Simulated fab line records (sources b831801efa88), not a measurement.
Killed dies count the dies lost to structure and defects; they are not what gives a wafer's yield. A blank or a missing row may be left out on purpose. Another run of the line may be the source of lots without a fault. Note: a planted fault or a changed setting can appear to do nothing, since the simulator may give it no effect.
Problem report in the 8D (eight disciplines) form, filled by code	flow sky130	the parts of the form that need people (team, actions taken, sign-off) are left out

## 1. THE PROBLEM
Mean METAL1_ALCU_RS at SKY_METAL1_RS_MEAS_05: 0.1011 ohm/sq over 2 wafers in 2 lots; fault-free wafers: 0.1274 ohm/sq, standard deviation 0.0017. Relative to the usual mean, that is a shift of -15 standard deviations.
The step: measures by four-point-probe.
First seen on wafer L836.6, day 34 01:01, on filmMetro-04. At this step, 38 wafers from 14 lots have a number in the record. By rule, "out" or "out of limits" means more than 4 standard deviations away from the usual mean. The rest of the wafers with a number are treated as sound.

## 2. WHAT IT IS, AND WHAT IT ISN'T
question	is	is not
which readings at this step	METAL1_ALCU_RS	-
which lots	L835, L836	L829, L830, L831, L832, L837, L839, L840, L843, L844, L847, L849, L852
which wafers of those lots	all that have a number	-
read on which gauges	filmMetro-02, filmMetro-04	filmMetro-01
when	from day 34 01:01	up to then (12 sound wafers); but 24 sound wafers of L837, L839, L840, L843, L844, L847, L849, L852 came after

## 3. WHAT RULES OUT EACH SUSPECT
Counting: a tool stays on the suspect list if, at a process step up to the reading, it processed all lots that are out and no sound lot following the first of them.
- the gauge at SKY_METAL1_RS_MEAS_05: ruled out. The wafers that are out were read on 2 gauges (filmMetro-02, filmMetro-04).
- cmp-02 at SKY_CONTACT_CMP_27 (polishes, stops on SiO2, t overpolish 15 s, target thk 0 nm): ruled out as a lasting fault. After its first lot that is out, L836 (day 34 00:41), sound lots L844, L843, L847, L849 ran on it.
- pvdSputter-02 at SKY_METAL1_SPUTTER_01 (material TiN, target thk 20 nm, time 16.7 s): kept. It ran every lot that is out, first L836 (day 34 00:49), and no sound lot after that.
- pvdSputter-02 at SKY_METAL1_SPUTTER_02 (material AlCu, target thk 250 nm, time 13.3 s): kept. It ran every lot that is out, first L836 (day 34 00:51), and no sound lot after that.
Remaining after the count are pvdSputter-02 at SKY_METAL1_SPUTTER_01 and pvdSputter-02 at SKY_METAL1_SPUTTER_02.

## 4. THE CAUSE (what the simulator had put in)
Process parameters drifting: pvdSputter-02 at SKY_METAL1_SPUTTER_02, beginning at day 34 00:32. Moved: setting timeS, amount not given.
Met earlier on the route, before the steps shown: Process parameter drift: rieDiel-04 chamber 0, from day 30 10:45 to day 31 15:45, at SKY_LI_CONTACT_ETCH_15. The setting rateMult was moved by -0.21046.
2 suspects survive the count, and this tool is in that group.

## 5. THE CHAIN OF EFFECTS, in route order
Each row: a reading where the mean over the struck wafers with a number is more than 3 standard deviations away from the usual. Only readings for which the record gives a usual standard deviation are gone through. hours: the time from each lot's start at the first step in this table that gives one to its start at this step, as a median over the lots. sigmas: the change in usual standard deviations.
hours	step	reading	usual	on struck wafers	change	sigmas
0	SKY_METAL1_RS_MEAS_05	METAL1_ALCU_RS	0.1274 ohm/sq	0.1011	-0.0263	-15
0	SKY_METAL1_THK_MEAS_06	METAL1_ALCU_THK	248 nm	310	+62	+16
27	SKY_METAL1_METAL_ETCH_19	oesProductAu	0.853 a.u.	0.888	+0.035	+5.7
Its process steps:
- SKY_METAL1_METAL_ETCH_19: etches the open film in Cl2/BCl3, stops on SiO2, target depth 360 nm, time 78 s.

## 6. WHAT WOULD HAVE CAUGHT IT SOONER
0 hours passed between the start of the fault at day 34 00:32 and the first reading out of limits at a measuring or inspecting step in this record, taken at day 34 01:01.
No tool reading at SKY_METAL1_SPUTTER_02 that has a usual standard deviation in the record was out on any struck wafer, so an alarm limit of 4 standard deviations on those readings would not have fired.
Of the lots that are out (2), L835 began SKY_METAL1_SPUTTER_02 on pvdSputter-02 after day 34 01:01. Holding the tool at that time would have saved it.
